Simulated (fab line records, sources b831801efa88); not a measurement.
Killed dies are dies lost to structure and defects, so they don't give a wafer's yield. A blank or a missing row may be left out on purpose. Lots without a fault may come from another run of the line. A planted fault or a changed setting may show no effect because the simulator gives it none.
Chamber matching | flow sky130 | SKY_VIA2_ETCH_15 on rie_diel-04: 4 sister chambers
The step etches SiO2 in C4F8/O2/Ar, stops on TiN, target depth 546 nm, time 84 s. 8 wafers are shown with their chamber, then 10 later ones without.

WAFERS WITH THEIR CHAMBER
wafer  | chamber | oes_product_au (a.u.)
L080.5 | 1       | 0.941
L082.1 | 2       | 0.938
L082.3 | 0       | 0.933
L082.4 | 1       | 0.934
L082.5 | 0       | 0.937
L082.6 | 3       | 0.944
L086.1 | 2       | 0.941
L086.2 | 3       | 0.932

WAFERS WITHOUT THEIR CHAMBER
wafer  | oes_product_au (a.u.)
L086.3 | 0.937
L086.4 | 0.934
L086.5 | 0.936
L086.6 | 0.939
L088.2 | 0.935
L088.5 | 0.932
L088.6 | 0.944
L097.4 | 0.934
L097.5 | 0.940
L097.6 | 0.946

WHICH CHAMBER EACH WENT THROUGH
wafer  | from the rows above               | in truth
L086.3 | can't be placed: 1 or 3 or 0 or 2 | 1
L086.4 | can't be placed: 0 or 1 or 3 or 2 | 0
L086.5 | can't be placed: 0 or 1 or 3 or 2 | 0
L086.6 | can't be placed: 2 or 3 or 1 or 0 | 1
L088.2 | can't be placed: 0 or 1 or 3 or 2 | 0
L088.5 | can't be placed: 0 or 1 or 3 or 2 | 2
L088.6 | can't be placed: 2 or 3 or 1 or 0 | 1
L097.4 | can't be placed: 0 or 1 or 3 or 2 | 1
L097.5 | can't be placed: 2 or 3 or 1 or 0 | 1
L097.6 | can't be placed: 2 or 3 or 1 or 0 | 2
Placed correctly: 0 of 10. Can't be placed from these rows: 10 (the true chamber is among the candidates in 10). Placed wrongly: 0.
How it was worked out, from the rows above alone: a wafer's distance from a chamber is the root of the sum, over the readings, of the square of ((its reading less the chamber's mean) divided by the reading's scatter). The wafer belongs to the nearest chamber; if the next one is less than 2 further off, it can't be placed. A chamber's mean is the mean of its shown wafers. The scatter: the root of (the sum of the squares of (reading less its chamber's mean) over the shown wafers, divided by (wafers less chambers)).
